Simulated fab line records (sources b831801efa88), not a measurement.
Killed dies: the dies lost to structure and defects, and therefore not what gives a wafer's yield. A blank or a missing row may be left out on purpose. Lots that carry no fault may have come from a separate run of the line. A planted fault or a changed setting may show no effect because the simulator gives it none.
One fault seen from 2 desks -- flow sky130 -- numbers are kept per desk, each desk with only its own; the story behind them comes last

DESK OF THE TOOL OWNER: furnace-01
The tool's own readings at SKY_GATE_OXIDE_OXIDATION_01 (stabilise 600 s, purge 300 s, target thk 10.268 nm): means of the sampled wafers that have a number, for each lot that ran on this tool. If a lot's mean is further than 4 standard deviations from the usual mean, the lot is out of limits and carries the mark OUT (the distance appears in the brackets). It has 8 readings, of which 7 appear: the earliest out of limits, and the ones furthest out on some lot.
Columns: A = spike tc bottom C at SKY_GATE_OXIDE_OXIDATION_01, usual 922.5 C; B = spike tc centre C at SKY_GATE_OXIDE_OXIDATION_01, usual 901.4 C; C = spike tc lower C at SKY_GATE_OXIDE_OXIDATION_01, usual 901.3 C; D = spike tc top C at SKY_GATE_OXIDE_OXIDATION_01, usual 911.3 C; E = spike tc upper C at SKY_GATE_OXIDE_OXIDATION_01, usual 900.9 C; F = tube center temp C at SKY_GATE_OXIDE_OXIDATION_01, usual 900 C; G = tube_center_temp_C_max at SKY_GATE_OXIDE_OXIDATION_01, usual 902.3
lot,first seen here,A,B,C,D,E,F,G
L516,day 12 18:19,920.7,901.5,900.4,911.0,902.1,900,902.6
L518,day 13 05:25,920.7,901.5,901.5,909.8,901.4,900,902.2
L519,day 13 20:59,908.5 (-5.0) OUT,890.2 (-9.4) OUT,889.3 (-12) OUT,900.3 (-9.2) OUT,890.0 (-9.9) OUT,889 (-99 or more) OUT,891.6 (-25) OUT
L521,day 14 09:38,908.5 (-5.0) OUT,891.5 (-8.2) OUT,888.9 (-12) OUT,900.1 (-9.3) OUT,889.5 (-10) OUT,889 (-99 or more) OUT,891.1 (-27) OUT
L529,day 17 01:38,920.9,901.8,900.7,911.7,901.7,900,902.1
L533,day 18 12:23,920.5,902.7,901.5,911.5,901.4,900,902.3
L534,day 18 19:32,921.1,902.0,901.9,909.8,901.5,900,902.2
L535,day 19 06:54,920.1,901.9,901.9,909.9,900.8,900,902.6
L538,day 20 08:07,920.7,901.7,901.8,910.3,901.3,900,902.3
Finding of this desk: L519, L521 out of limits; the first was L519 at day 13 20:59, on spike tc bottom C at SKY_GATE_OXIDE_OXIDATION_01. L516, L518, L529, L533, L534, L535, L538: within limits.

THE METROLOGY DESK
Lot by lot, what the gauges showed, no matter which tool ran the lot: averages of those sampled wafers that carry a number. If a lot's mean is further than 4 standard deviations from the usual mean, the lot is out of limits and carries the mark OUT (the distance appears in the brackets).
Columns: A = GATE_OXIDE_OXIDATION_00_THK at SKY_GATE_OXIDE_THK_MEAS_02, usual 10.22 nm; B = METAL2_ALCU_THK at SKY_METAL2_THK_MEAS_06, usual 250.4 nm; C = METAL2_OVL at SKY_METAL2_OVL_MEAS_16, usual -2 nm
lot,first seen here,A,B,C
L516,day 12 19:44,10.58,251.6,-4
L518,day 13 06:51,10.16,248.0,1
L519,day 13 22:25,8.88 (-6.7) OUT,253.1,4
L521,day 14 11:03,9.05 (-5.9) OUT,256.1,-2
L529,day 17 03:04,10.14,251.4,-9
L531,day 17 19:45,10.28,249.7,1
L533,day 18 13:49,9.67,251.8,2
L534,day 18 20:58,10.11,252.2,5
L535,day 19 08:19,10.11,246.6,-4
L538,day 20 09:32,10.30,251.8,4
L539,day 20 14:36,10.12,250.2,-5
This desk finds L519, L521 out of limits, with the earliest case on L519 at day 13 22:25 (GATE_OXIDE_OXIDATION_00_THK at SKY_GATE_OXIDE_THK_MEAS_02). L516, L518, L529, L531, L533, L534, L535, L538, L539: within limits.

PUT TOGETHER
The tool owner's desk had the chance to raise an alarm at day 13 20:59 on L519, L521.
At day 13 22:25 the metrology desk could have sounded an alarm, on L519, L521.
SKY_GATE_OXIDE_OXIDATION_01 was run on furnace-01 by each of the lots named.

WHAT THE SIMULATOR HAD INSERTED
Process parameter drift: furnace-01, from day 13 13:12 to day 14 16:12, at SKY_GATE_OXIDE_OXIDATION_01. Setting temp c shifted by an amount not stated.
Shown lots that were struck: L519, L521.
Delay (hours) between the fault's onset and each desk's first out-of-limits reading: 8 at the tool owner's desk, 9 at the metrology desk.
